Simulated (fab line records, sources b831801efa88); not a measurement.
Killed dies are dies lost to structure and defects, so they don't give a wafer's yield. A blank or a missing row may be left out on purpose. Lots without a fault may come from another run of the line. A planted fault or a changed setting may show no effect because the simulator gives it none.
fab line records | flow gf180mcu
record lots=5 wafers=15 last_day=33
route steps=602 shown V4@496 MIM@503 M5@526
lots that met no fault: from a run of the same line without faults
start_h: hours from the record's first day to the start of the lot's first wafer shown | wait_h: hours since the lot's step before | " the same as in the row above | L1.1+2: a row that stands for several wafers | - no value, or no start given | * or withheld: withheld | < > ~ a bound
route shown NAME@n: a module of which the file shows steps, and the number in the route of the first | usual: mean/standard deviation of fault-free wafers | same: alike in all rows | chamber/n: place in a boat | sites: the reading at each site | _std_site: their standard deviation | _edge_site: outer sites' mean less inner sites' | radius_mm: how far each site lies from the wafer's centre | mask NAME#n: copy n | behind: the tool/chamber that last shaped the wafer | hold: why the lot was held/for how many hours/how that ended | device: the transistor (n, p or np) that didn't switch | end of line: the same wafers' tests at the end of the route | a step without rows: its recipe alone | killed: dies lost to structure and defects at the first sort, not the wafer's yield | map: a wafer's dies, x killed, . not, _ none there
set.NAME: the setting as run; set.NAME@STEP: as run at that earlier step | model.NAME: the simulator's own value behind a step, which no gauge read
lots at some steps of the route; a table a step, a row a wafer
services: from which hour (start_h, from the record's first day; less than 0 if before it) a tool's chamber was out of use, for how many hours, and why
## steps
# step GF_V4_CLEAN_20
# recipe chemistry=DIW dry=n2_spin
# columns lot.wafer tool chamber start_h wait_h
L074.2+4+5 wet_bench-02 3 569.66 0.0
L078.1+5+6 wet_bench-01 0 602.42 0.0
L086.2+3+6 wet_bench-03 1 672.43 0.0
L091.3+4+5 wet_bench-01 3 702.13 0.0
L093.1+2+3 wet_bench-01 3 710.93 0.0
# step GF_V4_SPUTTER_21
# recipe material=Ti target_thk_nm=15 chamber_pressure_pa=5 power_w=2500 substrate_temp_c=200 time_s=80.02
# usual throttle_valve_pct=30.6/1.2
# same time_s=80.02
# columns lot.wafer tool chamber start_h wait_h throttle_valve_pct
L074.2 pvd_sputter-03 - 569.75 0.0 31.7
L074.4 " - " " 31.3
L074.5 " - " " 31.3
L078.1 pvd_sputter-03 - 602.51 0.0 31.9
L078.5 " - " " 31.6
L078.6 " - " " 29.9
L086.2 pvd_sputter-04 - 672.52 0.0 30.5
L086.3 " - " " 27.6
L086.6 " - " " 30.2
L091.3 pvd_sputter-01 - 702.22 0.0 30.2
L091.4 " - " " 30.0
L091.5 " - " " 30.7
L093.1 pvd_sputter-01 - 711.03 0.0 29.6
L093.2 " - " " 30.9
L093.3 " - " " 30.5
# step GF_V4_SPUTTER_22
# recipe material=TiN target_thk_nm=10 chamber_pressure_pa=5 power_w=4000 time_s=40
# usual throttle_valve_pct=30.6/1.2
# same time_s=40
# columns lot.wafer tool chamber start_h wait_h throttle_valve_pct
L074.2 pvd_sputter-03 - 569.81 0.0 31.5
L074.4 " - " " 31.6
L074.5 " - " " 31.5
L078.1 pvd_sputter-03 - 602.57 0.0 31.6
L078.5 " - " " 31.5
L078.6 " - " " 29.9
L086.2 pvd_sputter-04 - 672.58 0.0 30.4
L086.3 " - " " 27.7
L086.6 " - " " 30.1
L091.3 pvd_sputter-01 - 702.28 0.0 30.4
L091.4 " - " " 29.5
L091.5 " - " " 30.8
L093.1 pvd_sputter-01 - 711.09 0.0 30.0
L093.2 " - " " 31.0
L093.3 " - " " 31.0
# step GF_V4_CVD_23
# recipe material=W target_thk_nm=350 time_s=104.9 temp_c=400 pressure_torr=40
# usual heater_power_outer_w=511/45 heater_power_w=833/99
# same time_s=104.9
# columns lot.wafer tool chamber start_h wait_h heater_power_outer_w heater_power_w
L074.2 cvd_w-02 0 569.85 0.0 430 678
L074.4 " 1 " " 555 956
L074.5 " 1 " " 553 987
L078.1 cvd_w-02 0 602.61 0.0 436 667
L078.5 " 1 " " 559 968
L078.6 " 0 " " 448 700
L086.2 cvd_w-02 1 672.62 0.0 571 964
L086.3 " 1 " " 565 951
L086.6 " 0 " " 432 695
L091.3 cvd_w-02 0 702.36 0.1 457 678
L091.4 " 1 " " 575 979
L091.5 " 0 " " 439 712
L093.1 cvd_w-01 0 711.13 0.0 532 826
L093.2 " 1 " " 532 865
L093.3 " 1 " " 514 852
# step GF_V4_RS_MEAS_24
# recipe thk_meas_gauge=four-point-probe reads=W_of_V4_CVD_23+TiN_of_V4_SPUTTER_22+Ti_of_V4_SPUTTER_21
# usual V4_W_RS=0.326/0.0036
# columns lot.wafer tool chamber start_h wait_h V4_W_RS[ohm/sq]
L074.2 film_metro-02 - 569.98 0.1 0.324
L074.4 " - " " 0.331
L074.5 " - " " 0.327
L078.1 film_metro-01 - 602.72 0.1 0.323
L078.5 " - " " 0.325
L078.6 " - " " 0.322
L086.2 film_metro-04 - 672.76 0.1 0.326
L086.3 " - " " 0.326
L086.6 " - " " 0.325
L091.3 film_metro-02 - 702.48 0.1 0.325
L091.4 " - " " 0.324
L091.5 " - " " 0.321
L093.1 film_metro-04 - 711.24 0.1 0.328
L093.2 " - " " 0.331
L093.3 " - " " 0.326
# step GF_V4_THK_MEAS_25
# recipe thk_meas_gauge=xrf reads=W_of_V4_CVD_23
# usual V4_W_THK=346/5.1
# columns lot.wafer tool chamber start_h wait_h V4_W_THK[nm]
L074.2 film_metro-02 - 570.09 0.1 346
L074.4 " - " " 338
L074.5 " - " " 341
L078.1 film_metro-01 - 602.84 0.1 350
L078.5 " - " " 349
L078.6 " - " " 353
L086.2 film_metro-04 - 672.87 0.1 345
L086.3 " - " " 347
L086.6 " - " " 349
L091.3 film_metro-02 - 702.58 0.1 347
L091.4 " - " " 347
L091.5 " - " " 348
L093.1 film_metro-04 - 711.36 0.1 342
L093.2 " - " " 337
L093.3 " - " " 342
# step GF_V4_CMP_26
# recipe stop_on=SiO2 down_force_psi=3.5 platen_rpm=60 t_overpolish_s=15 target_thk_nm=0 pad_velocity_m_s=0.94248
# usual motor_current_A=11.3/1.9 overpolish_run_s=15.000/0.0087 platen_rpm=59.99/0.044 time_to_endpoint_s=86/4.2
# columns lot.wafer tool chamber start_h wait_h motor_current_A overpolish_run_s platen_rpm time_to_endpoint_s
L074.4 cmp-02 3 570.19 0.1 9.6 15.004 59.89 76
L074.2 " 1 " " 13.5 15.005 59.95 82
L074.5 " 3 " " 9.2 14.998 59.88 83
L078.1 cmp-01 0 602.90 0.1 13.1 14.990 60.06 93
L078.6 " 0 " " 12.3 15.009 59.99 91
L078.5 " 1 " " 12.0 15.007 60.01 88
L086.3 cmp-01 1 672.92 0.0 11.7 14.991 59.97 87
L086.2 " 3 " " 9.4 15.008 60.03 88
L086.6 " 2 " " 9.2 15.017 60.04 90
L091.4 cmp-02 1 702.62 0.0 13.3 14.995 60.01 89
L091.3 " 3 " " 9.7 15.009 59.99 81
L091.5 " 1 " " 13.6 14.995 59.94 86
L093.1 cmp-01 3 711.48 0.1 9.3 15.009 60.00 82
L093.2 " 0 " " 12.3 14.996 59.93 87
L093.3 " 1 " " 12.2 15.003 59.98 86
# step GF_MIM_SPUTTER_00
# recipe material=Ti target_thk_nm=37.5 arriving_ion_energy_ev=80 substrate_temp_c=200 chamber_pressure_pa=2 power_w=4000 time_s=150
# usual throttle_valve_pct=30.1/1.3
# same time_s=150
# columns lot.wafer tool chamber start_h wait_h throttle_valve_pct
L074.2 pvd_sputter-02 - 570.44 0.1 28.4
L074.4 " - " " 29.9
L074.5 " - " " 30.1
L078.1 pvd_sputter-02 - 603.20 0.2 30.4
L078.5 " - " " 29.5
L078.6 " - " " 30.1
L086.2 pvd_sputter-04 - 673.22 0.1 30.9
L086.3 " - " " 28.5
L086.6 " - " " 27.8
L091.3 pvd_sputter-02 - 702.92 0.1 29.7
L091.4 " - " " 29.9
L091.5 " - " " 30.2
L093.1 pvd_sputter-02 - 711.78 0.2 30.0
L093.2 " - " " 30.2
L093.3 " - " " 28.1
# step GF_MIM_SPUTTER_01
# recipe material=TiN target_thk_nm=30 power_w=6500 time_s=25 chamber_pressure_pa=0.4
# usual throttle_valve_pct=30.1/1.3
# same time_s=25
# columns lot.wafer tool chamber start_h wait_h throttle_valve_pct
L074.2 pvd_sputter-02 - 570.54 0.1 28.5
L074.4 " - " " 29.7
L074.5 " - " " 29.7
L078.1 pvd_sputter-02 - 603.30 0.1 30.0
L078.5 " - " " 29.8
L078.6 " - " " 30.2
L086.2 pvd_sputter-04 - 673.32 0.1 31.2
L086.3 " - " " 28.9
L086.6 " - " " 27.7
L091.3 pvd_sputter-02 - 703.02 0.1 29.8
L091.4 " - " " 29.9
L091.5 " - " " 30.0
L093.1 pvd_sputter-02 - 711.88 0.1 29.8
L093.2 " - " " 30.1
L093.3 " - " " 28.5
# step GF_MIM_SPUTTER_02
# recipe material=AlCu target_thk_nm=450 power_w=10600 time_s=23.9 chamber_pressure_pa=0.4
# usual throttle_valve_pct=30.1/1.3
# same time_s=23.9
# columns lot.wafer tool chamber start_h wait_h throttle_valve_pct
L074.2 pvd_sputter-02 - 570.57 0.0 28.1
L074.4 " - " " 29.7
L074.5 " - " " 29.8
L078.1 pvd_sputter-02 - 603.33 0.0 30.1
L078.5 " - " " 29.9
L078.6 " - " " 30.3
L086.2 pvd_sputter-04 - 673.35 0.0 31.0
L086.3 " - " " 28.6
L086.6 " - " " 28.0
L091.3 pvd_sputter-02 - 703.05 0.0 29.9
L091.4 " - " " 29.5
L091.5 " - " " 30.2
L093.1 pvd_sputter-02 - 711.91 0.0 30.0
L093.2 " - " " 30.1
L093.3 " - " " 28.3
# step GF_MIM_SPUTTER_03
# recipe material=Ti target_thk_nm=10 substrate_temp_c=300 chamber_pressure_pa=0.3 power_w=3000 time_s=6.7
# usual throttle_valve_pct=30.1/1.3
# same time_s=6.7
# columns lot.wafer tool chamber start_h wait_h throttle_valve_pct
L074.2 pvd_sputter-02 - 570.60 0.0 28.6
L074.4 " - " " 29.9
L074.5 " - " " 29.8
L078.1 pvd_sputter-02 - 603.36 0.0 30.3
L078.5 " - " " 29.8
L078.6 " - " " 30.2
L086.2 pvd_sputter-04 - 673.38 0.0 31.1
L086.3 " - " " 28.6
L086.6 " - " " 27.7
L091.3 pvd_sputter-02 - 703.08 0.0 30.3
L091.4 " - " " 29.9
L091.5 " - " " 30.4
L093.1 pvd_sputter-02 - 711.94 0.0 29.8
L093.2 " - " " 30.1
L093.3 " - " " 28.4
# step GF_MIM_SPUTTER_04
# recipe material=TiN target_thk_nm=50 power_w=6500 time_s=41.7 chamber_pressure_pa=0.4
# usual throttle_valve_pct=30.0/1.3
# same time_s=41.7
# columns lot.wafer tool chamber start_h wait_h throttle_valve_pct
L074.2 pvd_sputter-02 - 570.62 0.0 28.4
L074.4 " - " " 29.9
L074.5 " - " " 29.8
L078.1 pvd_sputter-02 - 603.38 0.0 30.1
L078.5 " - " " 29.7
L078.6 " - " " 30.0
L086.2 pvd_sputter-04 - 673.40 0.0 31.3
L086.3 " - " " 28.6
L086.6 " - " " 27.5
L091.3 pvd_sputter-02 - 703.10 0.0 30.0
L091.4 " - " " 29.7
L091.5 " - " " 30.3
L093.1 pvd_sputter-02 - 711.96 0.0 29.9
L093.2 " - " " 30.1
L093.3 " - " " 28.2
# step GF_MIM_CVD_05
# recipe material=Si3N4 target_thk_nm=42 temp_max_c=400 temp_c=385 time_s=29.086 rf_w=450
# usual heater_power_outer_w=326/45 heater_power_w=570/75
# same time_s=29.086
# columns lot.wafer tool chamber start_h wait_h heater_power_outer_w heater_power_w
L074.2 pecvd-03 2 570.66 0.0 341 552
L074.4 " 2 " " 352 545
L074.5 " 0 " " 307 562
L078.1 pecvd-01 0 603.42 0.0 343 526
L078.5 " 0 " " 336 520
L078.6 " 2 " " 278 597
L086.2 pecvd-03 0 673.44 0.0 292 528
L086.3 " 1 " " 311 552
L086.6 " 1 " " 313 558
L091.3 pecvd-03 0 703.14 0.0 282 494
L091.4 " 1 " " 356 611
L091.5 " 0 " " 276 500
L093.1 pecvd-01 0 712.00 0.0 383 605
L093.2 " 1 " " 255 447
L093.3 " 2 " " 339 672
# step GF_MIM_THK_MEAS_06
# recipe reads=Si3N4_of_MIM_CVD_05
# usual MIM_CVD_05_THK=41.9/0.55
# columns lot.wafer tool chamber start_h wait_h MIM_CVD_05_THK[nm]
L074.2 film_metro-03 - 570.71 0.0 42.4
L074.4 " - " " 43.2
L074.5 " - " " 43.4
L078.1 film_metro-03 - 603.45 0.0 41.8
L078.5 " - " " 42.4
L078.6 " - " " 41.6
L086.2 film_metro-01 - 673.48 0.0 41.9
L086.3 " - " " 41.8
L086.6 " - " " 42.4
L091.3 film_metro-01 - 703.19 0.0 41.9
L091.4 " - " " 42.0
L091.5 " - " " 42.2
L093.1 film_metro-04 - 712.03 0.0 42.5
L093.2 " - " " 41.7
L093.3 " - " " 41.8
# step GF_MIM_SPUTTER_07
# recipe material=TiN target_thk_nm=60 power_w=6500 time_s=50 chamber_pressure_pa=0.4
# usual throttle_valve_pct=29.8/1.3
# same time_s=50
# columns lot.wafer tool chamber start_h wait_h throttle_valve_pct
L074.2 pvd_sputter-03 - 570.76 0.0 30.1
L074.4 " - " " 31.5
L074.5 " - " " 31.4
L078.1 pvd_sputter-04 - 603.51 0.1 27.8
L078.5 " - " " 27.8
L078.6 " - " " 31.2
L086.2 pvd_sputter-02 - 673.53 0.0 29.9
L086.3 " - " " 29.9
L086.6 " - " " 30.0
L091.3 pvd_sputter-04 - 703.23 0.0 30.2
L091.4 " - " " 28.5
L091.5 " - " " 28.6
L093.1 pvd_sputter-04 - 712.09 0.1 30.6
L093.2 " - " " 28.5
L093.3 " - " " 30.8
# step GF_MIM_SPUTTER_08
# recipe material=AlCu target_thk_nm=200 power_w=10600 time_s=10.6 chamber_pressure_pa=0.4
# usual throttle_valve_pct=29.8/1.3
# same time_s=10.6
# columns lot.wafer tool chamber start_h wait_h throttle_valve_pct
L074.2 pvd_sputter-03 - 570.80 0.0 29.9
L074.4 " - " " 31.6
L074.5 " - " " 31.6
L078.1 pvd_sputter-04 - 603.56 0.0 27.7
L078.5 " - " " 27.7
L078.6 " - " " 31.0
L086.2 pvd_sputter-02 - 673.57 0.0 29.8
L086.3 " - " " 29.8
L086.6 " - " " 29.9
L091.3 pvd_sputter-04 - 703.27 0.0 30.5
L091.4 " - " " 28.9
L091.5 " - " " 28.5
L093.1 pvd_sputter-04 - 712.14 0.0 30.3
L093.2 " - " " 28.7
L093.3 " - " " 30.8
# step GF_MIM_SPUTTER_09
# recipe material=TiN target_thk_nm=35 power_w=6500 time_s=29.2 chamber_pressure_pa=0.4
# usual throttle_valve_pct=29.8/1.3
# same time_s=29.2
# columns lot.wafer tool chamber start_h wait_h throttle_valve_pct
L074.2 pvd_sputter-03 - 570.82 0.0 29.5
L074.4 " - " " 31.5
L074.5 " - " " 31.6
L078.1 pvd_sputter-04 - 603.58 0.0 27.7
L078.5 " - " " 27.7
L078.6 " - " " 31.1
L086.2 pvd_sputter-02 - 673.60 0.0 29.9
L086.3 " - " " 29.9
L086.6 " - " " 29.6
L091.3 pvd_sputter-04 - 703.30 0.0 30.4
L091.4 " - " " 28.8
L091.5 " - " " 28.8
L093.1 pvd_sputter-04 - 712.16 0.0 30.3
L093.2 " - " " 28.9
L093.3 " - " " 31.1
# step GF_MIM_RS_MEAS_10
# recipe thk_meas_gauge=four-point-probe reads=TiN_of_MIM_SPUTTER_09+AlCu_of_MIM_SPUTTER_08+TiN_of_MIM_SPUTTER_07
# usual MIM_ALCU_RS=0.1604/0.0015
# columns lot.wafer tool chamber start_h wait_h MIM_ALCU_RS[ohm/sq]
L074.2 film_metro-03 - 570.88 0.0 0.1595
L074.4 " - " " 0.1627
L074.5 " - " " 0.1609
L078.1 film_metro-04 - 603.61 0.0 0.1603
L078.5 " - " " 0.1604
L078.6 " - " " 0.1606
L086.2 film_metro-03 - 673.65 0.0 0.1601
L086.3 " - " " 0.1602
L086.6 " - " " 0.1610
L091.3 film_metro-01 - 703.37 0.1 0.1588
L091.4 " - " " 0.1567
L091.5 " - " " 0.1570
L093.1 film_metro-03 - 712.19 0.0 0.1576
L093.2 " - " " 0.1568
L093.3 " - " " 0.1595
# step GF_MIM_THK_MEAS_11
# recipe thk_meas_gauge=xrf reads=AlCu_of_MIM_SPUTTER_08
# usual MIM_ALCU_THK=199.7/1.9
# columns lot.wafer tool chamber start_h wait_h MIM_ALCU_THK[nm]
L074.2 film_metro-03 - 570.99 0.1 200.3
L074.4 " - " " 196.0
L074.5 " - " " 197.6
L078.1 film_metro-04 - 603.73 0.1 198.8
L078.5 " - " " 199.6
L078.6 " - " " 199.4
L086.2 film_metro-03 - 673.76 0.1 200.0
L086.3 " - " " 199.4
L086.6 " - " " 198.9
L091.3 film_metro-01 - 703.47 0.1 201.9
L091.4 " - " " 204.0
L091.5 " - " " 205.1
L093.1 film_metro-03 - 712.31 0.1 203.3
L093.2 " - " " 204.7
L093.3 " - " " 200.0
# step GF_MIM_DEHYDRATE_12
# recipe temp_c=200 time_s=60
# same time_s=60
# columns lot.wafer tool chamber start_h wait_h
L074.2+4+5 litho_track-02 0 580.88 9.9
L078.1+5+6 litho_track-03 0 613.53 9.8
L086.2+3+6 litho_track-02 0 682.78 9.0
L091.3+4+5 litho_track-04 0 711.12 7.6
L093.1+2+3 litho_track-04 0 721.12 8.8
# step GF_MIM_HMDS_13
# recipe prime_time_s=60 prime_temp_c=120
# columns lot.wafer tool chamber start_h wait_h
L074.2+4+5 litho_track-02 0 581.03 0.1
L078.1+5+6 litho_track-03 0 613.68 0.1
L086.2+3+6 litho_track-02 0 682.93 0.1
L091.3+4+5 litho_track-04 0 711.27 0.1
L093.1+2+3 litho_track-04 0 721.27 0.1
# step GF_MIM_COAT_14
# recipe resist=NOVOLAK spin_rpm=3000 resist_thk_nm=1000
# columns lot.wafer tool chamber start_h wait_h
L074.2+4+5 litho_track-02 0 581.18 0.1
L078.1+5+6 litho_track-03 0 613.83 0.1
L086.2+3+6 litho_track-02 0 683.08 0.1
L091.3+4+5 litho_track-04 0 711.42 0.1
L093.1+2+3 litho_track-04 0 721.42 0.1
# step GF_MIM_SOFTBAKE_15
# recipe temp_c=90 time_s=60 resist=NOVOLAK
# same time_s=60
# columns lot.wafer tool chamber start_h wait_h
L074.2+4+5 litho_track-02 0 581.33 0.1
L078.1+5+6 litho_track-03 0 613.98 0.1
L086.2+3+6 litho_track-02 0 683.23 0.1
L091.3+4+5 litho_track-04 0 711.57 0.1
L093.1+2+3 litho_track-04 0 721.57 0.1
# step GF_MIM_EXPOSE_16
# recipe mask_id=FuseTop target_cd_nm=2000 na=0.6 source_shape=conventional sigma_outer=0.6 dose_mj=140
# usual stage_vel_mm_s=500.02/0.24
# columns lot.wafer tool chamber start_h wait_h mask stage_vel_mm_s
L074.2 iline_stepper-01 0 - - FuseTop#0 499.96
L074.4 " 0 " " FuseTop#0 500.50
L074.5 " 0 " " FuseTop#0 500.62
L078.1 iline_stepper-01 0 - - FuseTop#0 500.33
L078.5 " 0 " " FuseTop#0 500.17
L078.6 " 0 " " FuseTop#0 500.29
L086.2 iline_stepper-02 0 - - FuseTop#0 500.08
L086.3 " 0 " " FuseTop#0 499.82
L086.6 " 0 " " FuseTop#0 499.86
L091.3 iline_stepper-02 0 - - FuseTop#0 500.05
L091.4 " 0 " " FuseTop#0 500.25
L091.5 " 0 " " FuseTop#0 499.98
L093.1 iline_stepper-02 0 - - FuseTop#0 499.77
L093.2 " 0 " " FuseTop#0 499.56
L093.3 " 0 " " FuseTop#0 499.76
# step GF_MIM_PEB_17
# recipe temp_c=withheld time_s=* resist=NOVOLAK
# same time_s=*
# columns lot.wafer tool chamber start_h wait_h
L074.2+4+5 litho_track-03 0 - -
L078.1+5+6 litho_track-04 0 - -
L086.2+3+6 litho_track-04 0 - -
L091.3+4+5 litho_track-02 0 - -
L093.1+2+3 litho_track-03 0 - -
# step GF_MIM_DEVELOP_18
# recipe develop_time_s=60 dev_temp_c=23
# columns lot.wafer tool chamber start_h wait_h
L074.2+4+5 litho_track-03 0 592.06 0.1
L078.1+5+6 litho_track-04 0 623.52 0.1
L086.2+3+6 litho_track-04 0 691.94 0.1
L091.3+4+5 litho_track-02 0 720.50 0.1
L093.1+2+3 litho_track-03 0 729.83 0.1
# step GF_MIM_METAL_ETCH_19
# recipe chemistry=Cl2/BCl3 mask_material=NOVOLAK stop_on=Si3N4 target_depth_nm=324.5 pressure_mtorr=8 icp_w=800 bias_w=140 Cl2_flow_sccm=80 bcl3_flow_sccm=40 time_s=54.1
# usual drypump_motor_current_A=5.6/0.42 oes_product_au=0.940/0.0054 throttle_valve_pct=28.283/0.01
# same time_s=54.1
# columns lot.wafer tool chamber start_h wait_h drypump_motor_current_A oes_product_au rf_hours_counter_h throttle_valve_pct
L074.2 rie_metal-03 0 592.18 0.1 6.0 0.945 2 28.279
L074.4 " 0 " " 6.1 0.935 - 28.279
L074.5 " 0 " " 6.1 0.942 - 28.283
L078.1 rie_metal-03 1 623.67 0.1 6.0 0.935 12 28.274
L078.5 " 1 " " 6.0 0.944 - 28.276
L078.6 " 0 " " 6.1 0.941 - 28.281
L086.2 rie_metal-01 1 692.07 0.1 5.3 0.937 7 28.274
L086.3 " 1 " " 5.3 0.947 - 28.302
L086.6 " 1 " " 5.3 0.938 - 28.289
L091.3 rie_metal-02 0 720.63 0.1 5.2 0.940 - 28.278
L091.4 " 1 " " 4.9 0.950 - 28.278
L091.5 " 0 " " 5.2 0.954 - 28.266
L093.1 rie_metal-03 1 729.98 0.1 6.1 0.946 17 28.277
L093.2 " 0 " " 6.1 0.949 7 28.289
L093.3 " 1 " " 6.0 0.947 - 28.282
# step GF_MIM_STRIP_20
# recipe chemistry=O2/N2 power_w=1400 pressure_mtorr=1500 platen_temp_c=250 o2_flow_sccm=3000 n2_flow_sccm=300 overash_fraction=0.5
# usual drypump_motor_current_A=5.8/0.42 heater_power_w=334/31 oes_product_au=0.693/0.0043 strip_time_to_endpoint_s=11.25/0.034
# columns lot.wafer tool chamber start_h wait_h drypump_motor_current_A heater_power_w oes_product_au rf_hours_counter_h strip_time_to_endpoint_s
L074.2 plasma_asher-01 1 592.25 0.0 5.5 319 0.690 19 11.23
L074.4 " 1 " " 5.5 321 0.684 - 11.24
L074.5 " 0 " " 5.7 381 0.698 - 11.21
L078.1 plasma_asher-02 0 623.74 0.0 6.3 306 0.692 53 11.27
L078.5 " 0 " " 6.2 310 0.689 - 11.25
L078.6 " 1 " " 6.4 358 0.695 - 11.27
L086.2 plasma_asher-04 0 692.14 0.0 5.2 311 0.703 105 11.33
L086.3 " 0 " " 5.2 304 0.693 - 11.29
L086.6 " 0 " " 5.2 313 0.697 - 11.33
L091.3 plasma_asher-02 1 720.71 0.1 6.4 355 0.694 - 11.23
L091.4 " 0 " " 6.3 307 0.694 - 11.23
L091.5 " 0 " " 6.3 307 0.692 - 11.24
L093.1 plasma_asher-04 0 730.05 0.0 5.2 309 0.686 109 11.22
L093.2 " 1 " " 5.3 301 0.694 109 11.23
L093.3 " 0 " " 5.2 303 0.696 - 11.23
# step GF_MIM_STRIP_21
# recipe chemistry=post_etch_residue_remover time_s=1200 temp_c=72.5
# usual temp_c=72.50/0.11
# same time_s=1200
# columns lot.wafer tool chamber start_h wait_h temp_c
L074.2 wet_bench-01 0 592.35 0.1 72.24
L074.4 " 0 " " 72.35
L074.5 " 0 " " 72.55
L078.1 wet_bench-01 0 623.84 0.1 72.43
L078.5 " 0 " " 72.49
L078.6 " 0 " " 72.51
L086.2 wet_bench-01 2 692.24 0.1 72.57
L086.3 " 2 " " 72.68
L086.6 " 2 " " 72.62
L091.3 wet_bench-01 1 720.78 0.0 72.38
L091.4 " 1 " " 72.46
L091.5 " 1 " " 72.50
L093.1 wet_bench-04 1 730.15 0.1 72.64
L093.2 " 1 " " 72.54
L093.3 " 1 " " 72.56
# step GF_MIM_CLEAN_22
# recipe chemistry=DIW dry=n2_spin
# columns lot.wafer tool chamber start_h wait_h
L074.2+4+5 wet_bench-01 3 592.69 0.0
L078.1+5+6 wet_bench-03 2 624.18 0.0
L086.2+3+6 wet_bench-04 3 692.58 0.0
L091.3+4+5 wet_bench-03 0 721.13 0.0
L093.1+2+3 wet_bench-01 2 730.49 0.0
# step GF_M5_DEHYDRATE_00
# recipe temp_c=200 time_s=60
# same time_s=60
# columns lot.wafer tool chamber start_h wait_h
L074.2+4+5 litho_track-02 0 602.93 10.1
L078.1+5+6 litho_track-02 0 633.96 9.7
L086.2+3+6 litho_track-04 0 701.74 9.1
L091.3+4+5 litho_track-02 0 729.05 7.8
L093.1+2+3 litho_track-04 0 738.72 8.1
# step GF_M5_HMDS_01
# recipe prime_time_s=60 prime_temp_c=120
# columns lot.wafer tool chamber start_h wait_h
L074.2+4+5 litho_track-02 0 603.08 0.1
L078.1+5+6 litho_track-02 0 634.11 0.1
L086.2+3+6 litho_track-04 0 701.89 0.1
L091.3+4+5 litho_track-02 0 729.20 0.1
L093.1+2+3 litho_track-04 0 738.87 0.1
# step GF_M5_COAT_02
# recipe resist=KrF spin_rpm=withheld resist_thk_nm=1000
# columns lot.wafer tool chamber start_h wait_h
L074.2+4+5 litho_track-02 0 603.23 0.1
L078.1+5+6 litho_track-02 0 634.26 0.1
L086.2+3+6 litho_track-04 0 702.04 0.1
L091.3+4+5 litho_track-02 0 729.35 0.1
L093.1+2+3 litho_track-04 0 739.02 0.1
# step GF_M5_SOFTBAKE_03
# recipe temp_c=130 time_s=60 resist=KrF
# same time_s=60
# columns lot.wafer tool chamber start_h wait_h
L074.2+4+5 litho_track-02 0 603.38 0.1
L078.1+5+6 litho_track-02 0 634.41 0.1
L086.2+3+6 litho_track-04 0 702.19 0.1
L091.3+4+5 litho_track-02 0 729.50 0.1
L093.1+2+3 litho_track-04 0 739.17 0.1
# step GF_M5_EXPOSE_04
# recipe mask_id=Metal5 target_cd_nm=280 na=0.68 source_shape=conventional sigma_outer=0.6 dose_mj=28
# usual stage_vel_mm_s=500.05/0.25
# columns lot.wafer tool chamber start_h wait_h mask stage_vel_mm_s
L074.2 krf_scanner-01 0 - - Metal5#0 500.37
L074.4 " 0 " " Metal5#0 500.63
L074.5 " 0 " " Metal5#0 500.33
L078.1 krf_scanner-01 0 - - Metal5#0 499.93
L078.5 " 0 " " Metal5#0 499.76
L078.6 " 0 " " Metal5#0 499.90
L086.2 krf_scanner-02 0 - - Metal5#0 500.10
L086.3 " 0 " " Metal5#0 499.76
L086.6 " 0 " " Metal5#0 499.71
L091.3 krf_scanner-01 0 - - Metal5#0 499.93
L091.4 " 0 " " Metal5#0 500.11
L091.5 " 0 " " Metal5#0 500.02
L093.1 krf_scanner-02 0 - - Metal5#0 500.02
L093.2 " 0 " " Metal5#0 499.96
L093.3 " 0 " " Metal5#0 500.19
# step GF_M5_PEB_05
# recipe peb_temp_c=135 peb_time_s=90 resist=KrF
# columns lot.wafer tool chamber start_h wait_h
L074.2+4+5 litho_track-04 0 - -
L078.1+5+6 litho_track-01 0 - -
L086.2+3+6 litho_track-02 0 - -
L091.3+4+5 litho_track-02 0 - -
L093.1+2+3 litho_track-04 0 - -
# step GF_M5_DEVELOP_06
# recipe develop_time_s=60 dev_temp_c=21
# columns lot.wafer tool chamber start_h wait_h
L074.2+4+5 litho_track-04 0 613.70 0.2
L078.1+5+6 litho_track-01 0 643.90 0.2
L086.2+3+6 litho_track-02 0 710.78 0.2
L091.3+4+5 litho_track-02 0 738.10 0.1
L093.1+2+3 litho_track-04 0 747.42 0.2
# step GF_M5_CD_MEAS_07
# recipe target_cd_nm=280
# usual cd_nm=279.9/1.4
# columns lot.wafer tool chamber start_h wait_h cd_nm
L074.2 cd_sem-01 - 613.84 0.1 279.0
L074.4 " - " " 279.6
L074.5 " - " " 277.7
L078.1 cd_sem-01 - 644.05 0.1 282.5
L078.5 " - " " 281.5
L078.6 " - " " 281.2
L086.2 cd_sem-02 - 710.92 0.1 279.2
L086.3 " - " " 279.6
L086.6 " - " " 279.7
L091.3 cd_sem-01 - 738.24 0.1 279.9
L091.4 " - " " 279.7
L091.5 " - " " 279.8
L093.1 cd_sem-01 - 747.57 0.1 278.5
L093.2 " - " " 278.4
L093.3 " - " " 278.2
# step GF_M5_OVL_MEAS_08
# usual M5_OVL=-1/5.4
# columns lot.wafer tool chamber start_h wait_h M5_OVL[nm]
L074.2 overlay-02 - 613.95 0.1 2
L074.4 " - " " -10
L074.5 " - " " 1
L078.1 overlay-02 - 644.17 0.1 5
L078.5 " - " " 13
L078.6 " - " " 7
L086.2 overlay-01 - 711.03 0.1 -11
L086.3 " - " " -12
L086.6 " - " " -8
L091.3 overlay-01 - 738.34 0.1 1
L091.4 " - " " -2
L091.5 " - " " 4
L093.1 overlay-02 - 747.69 0.1 0
L093.2 " - " " 6
L093.3 " - " " -4
## services
# columns tool chamber start_h hours kind
cmp-01 - 547.25 0.5 repair
pvd_sputter-02 - 549.32 2.9 repair
cmp-01 - 554.29 1.4 repair
krf_scanner-01 - 566.41 1.3 pm
pvd_sputter-04 - 568.94 2.7 repair
pecvd-03 0 571.72 2.5 repair
cvd_w-02 - 583.27 0.9 repair
cmp-01 - 608.13 10.2 pm
cvd_w-02 1 609.49 3.5 repair
krf_scanner-01 - 619.98 2.5 repair
iline_stepper-02 - 630.68 1.7 pm
rie_metal-03 - 632.69 0.2 repair
iline_stepper-02 - 639.37 1.1 repair
krf_scanner-01 - 640.41 4.4 pm
krf_scanner-01 - 646.08 4.0 pm
cmp-01 - 649.85 5.0 pm
krf_scanner-01 - 656.07 0.8 pm
krf_scanner-01 - 692.63 1.0 pm
cmp-01 - 694.16 1.2 repair
cmp-01 - 697.48 3.1 pm
iline_stepper-02 - 712.07 6.0 repair
pvd_sputter-01 - 723.67 2.8 repair
pvd_sputter-01 - 736.46 3.3 repair
pvd_sputter-04 - 740.50 6.0 repair
## key
fault none
